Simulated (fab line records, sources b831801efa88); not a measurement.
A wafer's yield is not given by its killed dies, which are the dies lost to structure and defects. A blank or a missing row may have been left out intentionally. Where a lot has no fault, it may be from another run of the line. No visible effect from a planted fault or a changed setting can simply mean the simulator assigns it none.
Chamber matching + flow sky130 + SKY_CAPM_CVD_00 on pecvd-02 has 3 sister chambers
The step deposits SiO2, target thk 15.5 nm. 3 wafers are shown with their chamber, then 8 later ones without.

== EACH WAFER AND ITS CHAMBER ==
| wafer  | chamber | heater_power_w (W) |
|--------|---------|--------------------|
| L347.4 | 0       | 686                |
| L347.6 | 2       | 512                |
| L348.2 | 1       | 768                |

== WAFERS WITH NO CHAMBER GIVEN ==
| wafer  | heater_power_w (W) |
|--------|--------------------|
| L348.3 | 786                |
| L348.6 | 774                |
| L353.1 | 610                |
| L353.2 | 723                |
| L353.4 | 722                |
| L357.2 | 812                |
| L357.3 | 621                |
| L357.6 | 613                |

== EACH ONE'S CHAMBER ==
| wafer  | from the rows above          | in truth |
|--------|------------------------------|----------|
| L348.3 | can't be placed: 1 or 0      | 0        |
| L348.6 | can't be placed: 1 or 0      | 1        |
| L353.1 | can't be placed: 0 or 2 or 1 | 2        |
| L353.2 | can't be placed: 0 or 1      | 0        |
| L353.4 | can't be placed: 0 or 1      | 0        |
| L357.2 | can't be placed: 1 or 0      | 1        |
| L357.3 | can't be placed: 0 or 2 or 1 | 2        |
| L357.6 | can't be placed: 0 or 2 or 1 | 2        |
0 of 8 placed correctly. Not placeable from these rows: 8 (in 8, the candidates include the true chamber). Number placed wrongly: 0.
How it was worked out, from the rows above alone: a wafer's distance from a chamber is the root of the sum, over the readings, of the square of ((its reading less the chamber's mean) divided by the reading's scatter). The wafer belongs to the nearest chamber; if the next one is less than 2 further off, it can't be placed. A chamber's mean is the mean of its shown wafers. The scatter: root of mean squared gap, hidden wafer to nearest shown wafer, with one shown wafer a chamber.
